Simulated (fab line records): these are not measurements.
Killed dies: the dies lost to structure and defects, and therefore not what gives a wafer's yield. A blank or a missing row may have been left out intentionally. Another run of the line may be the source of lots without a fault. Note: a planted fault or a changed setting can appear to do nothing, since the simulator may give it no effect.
Which tool was responsible? | flow gf180mcu | Sampling: 13 lots, 39 wafers, 3 of 602 route steps

WHAT EACH GAUGE READ, for each wafer
GF_MVPSD_TW_MEAS_11.
lot  | measured     | on            | MVPSD_TW
L422 | day 4 23:50  | film metro-02 | 560.8 562.2 560.7
L423 | day 5 06:16  | film metro-02 | 557.0 557.8 555.9
L424 | day 5 11:50  | film metro-02 | 556.2 553.7 552.3
L425 | day 5 19:03  | film metro-03 | 551.1 551.0 553.0
L427 | day 6 04:51  | film metro-02 | 556.0 555.2 553.7
L428 | day 6 11:32  | film metro-02 | 557.2 557.5 560.1
L433 | day 7 21:29  | film metro-02 | 557.3 559.3 557.3
L435 | day 8 07:47  | film metro-03 | 555.2 557.0 553.8
L436 | day 8 15:38  | film metro-04 | 556.2 560.1 559.2
L438 | day 9 04:17  | film metro-03 | 552.9 556.1 554.2
L443 | day 10 13:03 | film metro-04 | 555.5 556.4 557.3
L444 | day 10 13:25 | film metro-04 | 557.5 554.7 557.1
L445 | day 10 17:02 | film metro-04 | 556.3 560.2 557.6

GF_VT_IMPLANT_RS_MEAS_47: the measuring method here is four-point-probe.
lot  | measured     | on            | NWELL_RS (ohm/sq)
L422 | day 7 10:59  | film metro-03 | 486.9 488.0 488.4
L423 | day 7 18:26  | film metro-02 | 489.1 489.4 489.8
L424 | day 8 01:50  | film metro-03 | 489.3 488.4 489.0
L425 | day 8 09:14  | film metro-04 | 486.1 486.3 486.2
L427 | day 8 21:01  | film metro-02 | 487.5 489.3 487.9
L428 | day 9 03:58  | film metro-04 | 487.6 486.8 487.2
L433 | day 10 16:51 | film metro-02 | 487.8 487.0 487.5
L435 | day 11 06:34 | film metro-02 | 487.7 488.4 488.0
L436 | day 11 15:22 | film metro-03 | 485.4 486.8 487.1
L438 | day 12 05:58 | film metro-03 | 487.5 488.0 487.8
L443 | day 13 18:58 | film metro-04 | 486.7 484.8 486.3
L444 | day 13 19:58 | film metro-03 | 486.6 487.7 486.6
L445 | day 13 23:44 | film metro-02 | 486.3 487.1 488.2

EACH LOT AND THE TOOL THAT RAN IT (in order: tool; ch and the chambers of the sampled wafers; start)
lot  | GF_VT_IMPLANT_STRIP_42
L422 | plasma asher-02 ch 0,1, day 7 10:33
L423 | plasma asher-02 ch 0,1, day 7 17:56
L424 | plasma asher-01 ch 0,1, day 8 01:25
L425 | plasma asher-02 ch 0,1, day 8 08:49
L427 | plasma asher-03 ch 0,1, day 8 20:33
L428 | plasma asher-02 ch 1, day 9 03:28
L433 | plasma asher-03 ch 0,1, day 10 16:23
L435 | plasma asher-02 ch 0,1, day 11 06:08
L436 | plasma asher-03 ch 0,1, day 11 14:55
L438 | plasma asher-03 ch 0,1, day 12 05:29
L443 | plasma asher-03 ch 0,1, day 13 18:32
L444 | plasma asher-02 ch 0,1, day 13 19:30
L445 | plasma asher-02 ch 0,1, day 13 23:18
- GF_VT_IMPLANT_STRIP_42: strips in O2/N2.

WHAT THE TOOLS THEMSELVES READ (means of the sampled wafers that have a number; where no wafer has one, the mark that the record gives instead)
GF_VT_IMPLANT_STRIP_42.
lot  | tool            | drypump motor current A (A) | heater power w (W) | n2 flow sccm (sccm) | oes product au (a.u.) | strip time to endpoint s (s)
L422 | plasma asher-02 | 5.99                        | 327                | 299.7               | 0.715                 | 12.66
L423 | plasma asher-02 | 6.02                        | 306                | 300.5               | 0.718                 | 12.63
L424 | plasma asher-01 | 6.11                        | 323                | 299.6               | 0.716                 | 12.60
L425 | plasma asher-02 | 5.99                        | 313                | 299.4               | 0.717                 | 12.60
L427 | plasma asher-03 | 5.45                        | 347                | 300.2               | 0.716                 | 12.63
L428 | plasma asher-02 | 5.96                        | 360                | 301.3               | 0.719                 | 12.68
L433 | plasma asher-03 | 5.46                        | 323                | 298.9               | 0.713                 | 12.66
L435 | plasma asher-02 | 6.01                        | 307                | 299.4               | 0.717                 | 12.63
L436 | plasma asher-03 | 5.47                        | 347                | 300.7               | 0.720                 | 12.63
L438 | plasma asher-03 | 5.47                        | 314                | 299.6               | 0.719                 | 12.65
L443 | plasma asher-03 | 5.47                        | 353                | 299.4               | 0.715                 | 12.61
L444 | plasma asher-02 | 6.00                        | 305                | 299.2               | 0.716                 | 12.63
L445 | plasma asher-02 | 5.98                        | 329                | 299.7               | 0.720                 | 12.60

THE ANSWER, worked out from the rows above alone
Rule: the lots themselves supply what counts as usual. Put in order of their means at a reading, lots are off if they are a third of the lots or fewer, leave a main group of 4 or more, and stand apart from it by a gap of 3 or more times the standard deviation of the main group's means; of several such gaps the widest counts. If all means in a main group match to the digits the tables above print for the reading, that group is not used. A lot without any number at a reading at which 4 lots or more have one is off too. Any other lot the step has rows for is counted as sound. The gauges are gone through in route order, then the tools' own readings, and for those a lot's mean is taken as printed above. At the first step where some lot is off, the reading lying furthest off is the one used; lots without a number count as furthest.
No lot is off at any reading shown: from this, nothing can be told.

WHAT HAD BEEN PUT IN BY THE SIMULATOR
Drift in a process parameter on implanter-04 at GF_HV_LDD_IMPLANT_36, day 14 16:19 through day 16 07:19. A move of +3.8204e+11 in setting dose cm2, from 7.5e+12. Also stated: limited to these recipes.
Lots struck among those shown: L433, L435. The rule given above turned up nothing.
